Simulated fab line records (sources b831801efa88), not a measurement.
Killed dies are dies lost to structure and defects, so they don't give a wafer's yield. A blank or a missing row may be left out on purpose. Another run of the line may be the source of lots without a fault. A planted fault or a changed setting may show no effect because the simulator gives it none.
The tool behind it: which one? + flow sky130 + 15 lots, 43 wafers sampled, at 5 steps of a route of 708

## WHAT THE GAUGES SHOWED, per wafer
SKY_METAL4_CD_MEAS_13 targets a cd of 300 nm.
| lot  | measured     | on        | cd-nm (nm)        |
|------|--------------|-----------|-------------------|
| L916 | day 41 02:30 | cd-sem-02 | 299.1 297.9 299.1 |
| L918 | day 41 21:22 | cd-sem-02 | 300.7 299.5 301.8 |
| L921 | day 42 20:11 | cd-sem-01 | 302.1 300.8 301.4 |
| L922 | day 43 02:46 | cd-sem-02 | 299.1 242.3       |
| L923 | day 43 13:13 | cd-sem-02 | 243.8 242.4       |
| L924 | day 43 21:41 | cd-sem-01 | 299.0 244.9 298.3 |
| L931 | day 46 16:36 | cd-sem-02 | 299.3 299.0 298.6 |
| L930 | day 46 18:43 | cd-sem-01 | 299.0 298.5 298.9 |
| L932 | day 46 23:17 | cd-sem-02 | 302.0 301.7 303.5 |
| L934 | day 47 08:37 | cd-sem-02 | 297.9 299.6 299.1 |
| L935 | day 47 10:44 | cd-sem-02 | 302.0 301.0 301.1 |
| L937 | day 47 19:56 | cd-sem-01 | 300.8 301.4 300.4 |
| L936 | day 48 00:08 | cd-sem-02 | 299.0 299.9 298.7 |
| L939 | day 48 01:05 | cd-sem-02 | 298.6 297.8 298.0 |
| L938 | day 48 07:26 | cd-sem-02 | 298.7 298.7 298.4 |

## WHAT TOOL EACH LOT RAN ON (gives the tool, then ch and the chambers of the sampled wafers, and finally the start)
| lot  | SKY_CAPM_STRIP_14                    | SKY_METAL3_DESCUM_15              | SKY_METAL3_METAL_ETCH_18          | SKY_METAL4_EXPOSE_10              |
|------|--------------------------------------|-----------------------------------|-----------------------------------|-----------------------------------|
| L916 | plasma-asher-04 ch 0,1, day 36 15:24 | rie-metal-01 ch 0,1, day 37 18:35 | rie-metal-03 ch 0,1, day 37 18:44 | krf-scanner-02 ch 0, day 40 14:26 |
| L918 | plasma-asher-04 ch 0,1, day 37 11:23 | rie-metal-03 ch 0,1, day 38 14:23 | rie-metal-01 ch 0,1, day 38 14:35 | krf-scanner-02 ch 0, day 41 08:21 |
| L921 | plasma-asher-04 ch 0,1, day 38 12:47 | rie-metal-01 ch 0, day 39 14:27   | rie-metal-03 ch 1, day 39 14:40   | krf-scanner-02 ch 0, day 42 08:08 |
| L922 | plasma-asher-01 ch 0,1, day 38 21:03 | rie-metal-02 ch 0,1, day 39 22:44 | rie-metal-01 ch 0,1, day 39 22:53 | krf-scanner-02 ch 0, day 42 16:26 |
| L923 | plasma-asher-01 ch 0,1, day 39 09:07 | rie-metal-01 ch 0,1, day 40 10:47 | rie-metal-03 ch 0,1, day 40 10:59 | krf-scanner-02 ch 0, day 43 01:31 |
| L924 | plasma-asher-04 ch 0,1, day 39 18:10 | rie-metal-03 ch 0, day 40 19:09   | rie-metal-02 ch 0,1, day 40 19:18 | krf-scanner-02 ch 0, day 43 10:08 |
| L931 | plasma-asher-01 ch 0,1, day 42 20:57 | rie-metal-01 ch 0,1, day 43 20:23 | rie-metal-03 ch 1, day 43 20:35   | krf-scanner-02 ch 0, day 46 05:08 |
| L930 | plasma-asher-01 ch 0,1, day 42 23:47 | rie-metal-01 ch 0,1, day 43 23:26 | rie-metal-03 ch 0,1, day 43 23:38 | krf-scanner-01 ch 0, day 46 08:20 |
| L932 | plasma-asher-01 ch 0,1, day 43 06:14 | rie-metal-03 ch 0,1, day 44 04:48 | rie-metal-02 ch 0,1, day 44 04:57 | krf-scanner-01 ch 0, day 46 14:29 |
| L934 | plasma-asher-03 ch 0,1, day 43 16:54 | rie-metal-02 ch 0,1, day 44 15:18 | rie-metal-01 ch 0,1, day 44 15:27 | krf-scanner-02 ch 0, day 46 22:52 |
| L935 | plasma-asher-04 ch 0,1, day 43 18:58 | rie-metal-01 ch 0,1, day 44 16:56 | rie-metal-03 ch 0,1, day 44 17:05 | krf-scanner-01 ch 0, day 47 00:28 |
| L937 | plasma-asher-01 ch 0,1, day 44 05:27 | rie-metal-01 ch 0,1, day 45 03:02 | rie-metal-03 ch 0,1, day 45 03:11 | krf-scanner-01 ch 0, day 47 10:56 |
| L936 | plasma-asher-03 ch 0,1, day 44 10:41 | rie-metal-03 ch 0,1, day 45 09:14 | rie-metal-01 ch 0,1, day 45 09:23 | krf-scanner-02 ch 0, day 47 15:28 |
| L939 | plasma-asher-01 ch 0,1, day 44 11:47 | rie-metal-02 ch 0,1, day 45 09:44 | rie-metal-03 ch 0,1, day 45 09:53 | krf-scanner-01 ch 0, day 47 16:16 |
| L938 | plasma-asher-03 ch 0,1, day 44 18:25 | rie-metal-01 ch 0,1, day 45 15:46 | rie-metal-02 ch 0,1, day 45 15:58 | krf-scanner-01 ch 0, day 47 21:22 |
- SKY_CAPM_STRIP_14: strips in O2/N2.
- SKY_METAL3_DESCUM_15: chemistry O2, time 8 s.
- SKY_METAL3_METAL_ETCH_18: etches the open film in Cl2/BCl3, stops on SiO2, target depth 845 nm, time 183.1 s.
- SKY_METAL4_EXPOSE_10: exposes mask MM4, target cd 300 nm.

## AS READ BY THE TOOLS THEMSELVES (means over the sampled wafers that have a number; for cases with no such wafer, the mark the record gives instead)
SKY_CAPM_STRIP_14.
| lot  | tool            | drypump-motor-current-A (A) | oes-product-au (a.u.) | strip-time-to-endpoint-s (s) |
|------|-----------------|-----------------------------|-----------------------|------------------------------|
| L916 | plasma-asher-04 | 5.8                         | 0.710                 | 12.73                        |
| L918 | plasma-asher-04 | 5.8                         | 0.714                 | 12.63                        |
| L921 | plasma-asher-04 | 5.8                         | 0.714                 | 12.65                        |
| L922 | plasma-asher-01 | 6.1                         | 0.712                 | 12.69                        |
| L923 | plasma-asher-01 | 6.0                         | 0.708                 | 12.70                        |
| L924 | plasma-asher-04 | 5.8                         | 0.711                 | 12.65                        |
| L931 | plasma-asher-01 | 6.3                         | 0.711                 | 12.62                        |
| L930 | plasma-asher-01 | 6.2                         | 0.711                 | 12.66                        |
| L932 | plasma-asher-01 | 5.9                         | 0.707                 | 12.64                        |
| L934 | plasma-asher-03 | 5.4                         | 0.710                 | 12.65                        |
| L935 | plasma-asher-04 | 5.8                         | 0.712                 | 12.71                        |
| L937 | plasma-asher-01 | 6.3                         | 0.705                 | 12.59                        |
| L936 | plasma-asher-03 | 5.4                         | 0.710                 | 12.67                        |
| L939 | plasma-asher-01 | 5.9                         | 0.711                 | 12.67                        |
| L938 | plasma-asher-03 | 5.3                         | 0.712                 | 12.59                        |

SKY_METAL3_DESCUM_15.
| lot  | tool         | drypump-motor-current-A (A) | oes-product-au (a.u.) |
|------|--------------|-----------------------------|-----------------------|
| L916 | rie-metal-01 | 5.6                         | 0.995                 |
| L918 | rie-metal-03 | 6.3                         | 0.996                 |
| L921 | rie-metal-01 | 5.7                         | 0.993                 |
| L922 | rie-metal-02 | 5.7                         | 1.014                 |
| L923 | rie-metal-01 | 5.6                         | 0.996                 |
| L924 | rie-metal-03 | 6.1                         | 0.989                 |
| L931 | rie-metal-01 | 5.6                         | 0.997                 |
| L930 | rie-metal-01 | 5.6                         | 1.000                 |
| L932 | rie-metal-03 | 6.6                         | 1.000                 |
| L934 | rie-metal-02 | 5.8                         | 1.006                 |
| L935 | rie-metal-01 | 5.6                         | 1.005                 |
| L937 | rie-metal-01 | 5.6                         | 1.001                 |
| L936 | rie-metal-03 | 6.3                         | 0.997                 |
| L939 | rie-metal-02 | 5.8                         | 0.998                 |
| L938 | rie-metal-01 | 5.6                         | 1.006                 |

SKY_METAL3_METAL_ETCH_18.
| lot  | tool         | drypump-motor-current-A (A) | oes-product-au (a.u.) | throttle-valve-pct (%) |
|------|--------------|-----------------------------|-----------------------|------------------------|
| L916 | rie-metal-03 | 6.3                         | 0.867                 | 22.257                 |
| L918 | rie-metal-01 | 5.6                         | 0.860                 | 22.265                 |
| L921 | rie-metal-03 | 6.8                         | 0.866                 | 22.260                 |
| L922 | rie-metal-01 | 5.6                         | 0.861                 | 22.266                 |
| L923 | rie-metal-03 | 6.4                         | 0.870                 | 22.261                 |
| L924 | rie-metal-02 | 5.9                         | 0.866                 | 22.274                 |
| L931 | rie-metal-03 | 6.8                         | 0.873                 | 22.267                 |
| L930 | rie-metal-03 | 6.6                         | 0.865                 | 22.262                 |
| L932 | rie-metal-02 | 5.6                         | 0.873                 | 22.262                 |
| L934 | rie-metal-01 | 5.6                         | 0.872                 | 22.270                 |
| L935 | rie-metal-03 | 6.3                         | 0.864                 | 22.262                 |
| L937 | rie-metal-03 | 6.6                         | 0.865                 | 22.268                 |
| L936 | rie-metal-01 | 5.6                         | 0.867                 | 22.258                 |
| L939 | rie-metal-03 | 6.6                         | 0.875                 | 22.265                 |
| L938 | rie-metal-02 | 5.8                         | 0.872                 | 22.262                 |

## THE ANSWER, worked out from the rows above alone
Rule: what is usual is taken from the lots themselves. Put in order of their means at a reading, lots are off if they are a third of the lots or fewer, leave a main group of 4 or more, and stand apart from it by a gap of 3 or more times the standard deviation of the main group's means; of several such gaps the widest counts. Not used: any main group whose means are identical at the precision the tables above print for the reading. Also off: a lot with no number at a reading for which 4 or more lots have one. The other lots that the step has rows for count as sound. First the gauges in route order, then the tools' own readings, where a lot's mean is used as printed above. At the first step where some lot is off, the reading lying furthest off is the one used; lots without a number count as furthest.
Off, at SKY_METAL4_CD_MEAS_13 on cd-nm: L922, L923, L924. The main group has a mean of 299.8 nm with a standard deviation of 1.4.
If a tool, at a process step before that reading, ran all the lots that are off and no sound lot after the first of them, it fits. The gauges at SKY_METAL4_CD_MEAS_13 are tried like those tools. Not one of the candidates tried fits.

## WHAT WAS PUT IN BY THE SIMULATOR
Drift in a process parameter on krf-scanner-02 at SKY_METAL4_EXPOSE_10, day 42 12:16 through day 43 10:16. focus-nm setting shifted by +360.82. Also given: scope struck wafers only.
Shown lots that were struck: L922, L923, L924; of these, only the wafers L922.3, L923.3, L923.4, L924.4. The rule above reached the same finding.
